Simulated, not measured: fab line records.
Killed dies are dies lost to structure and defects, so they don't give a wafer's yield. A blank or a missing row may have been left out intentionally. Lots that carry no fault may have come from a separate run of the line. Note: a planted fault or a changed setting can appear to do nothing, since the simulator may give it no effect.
2 desks looking at one fault -- flow sfq-line -- every desk sees just its own numbers, and what lay behind them comes last

AT THE TOOL OWNER'S DESK: rie-metal-03
The tool's own readings at SFQ_TRILAYER_M5_ETCH_METAL_ETCH_126 (etches Nb in Cl2/BCl3, stops on SiO2, time 203.2 s, target depth 265 nm): means of the sampled wafers that have a number, for each lot that ran on this tool. A lot is out of limits, marked OUT, if its mean lies more than 4 standard deviations from the usual mean; the brackets give that distance.
Columns: A = drypump-motor-current-A at SFQ_TRILAYER_M5_ETCH_METAL_ETCH_126, usual 5.9 A; B = oes-product-au at SFQ_TRILAYER_M5_ETCH_METAL_ETCH_126, usual 0.729 a.u.; C = rf-fwd-power-W at SFQ_TRILAYER_M5_ETCH_METAL_ETCH_126, usual 598.2 W
lot,first seen here,A,B,C
L494,day 47 00:10,6.5,0.729,597.7
L506,day 65 05:52,6.3,0.720,661.3 (+37) OUT
This desk finds L506 out of limits, L506 being first, at day 65 05:52 (rf-fwd-power-W at SFQ_TRILAYER_M5_ETCH_METAL_ETCH_126). L494 stayed within limits.

FROM THE METROLOGY DESK
Means of the sampled wafers that have a number, per lot and without regard to the tool the lot ran on: this is what the gauges read. A lot is out of limits, marked OUT, if its mean lies more than 4 standard deviations from the usual mean; the brackets give that distance.
Columns: A = M5_OVL at SFQ_M5_OVL_MEAS_932, usual 2 nm
lot,first seen here,A
L494,day 47 00:04,-1
L506,day 65 05:46,5
L507,day 65 09:22,5
L510,day 66 04:34,5
L511,day 66 11:46,-2
This desk's finding: nothing out of limits on any of the 5 lots.

PUT TOGETHER
An alarm could have come from the tool owner's desk at day 65 05:52, on L506.
From the metrology desk's view, nothing was out of limits.
The metrology desk holds a record of L506, inside its limits.
Every lot named ran SFQ_TRILAYER_M5_ETCH_METAL_ETCH_126 on rie-metal-03.

WHAT THE SIMULATOR HAD INSERTED
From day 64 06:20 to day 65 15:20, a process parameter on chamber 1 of rie-metal-03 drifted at SFQ_TRILAYER_M5_ETCH_METAL_ETCH_126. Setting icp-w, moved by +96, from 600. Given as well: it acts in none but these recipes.
Struck lots among those shown: L506.
How many hours passed from the start of the fault until each desk's first out-of-limits reading: the tool owner's desk, 24.
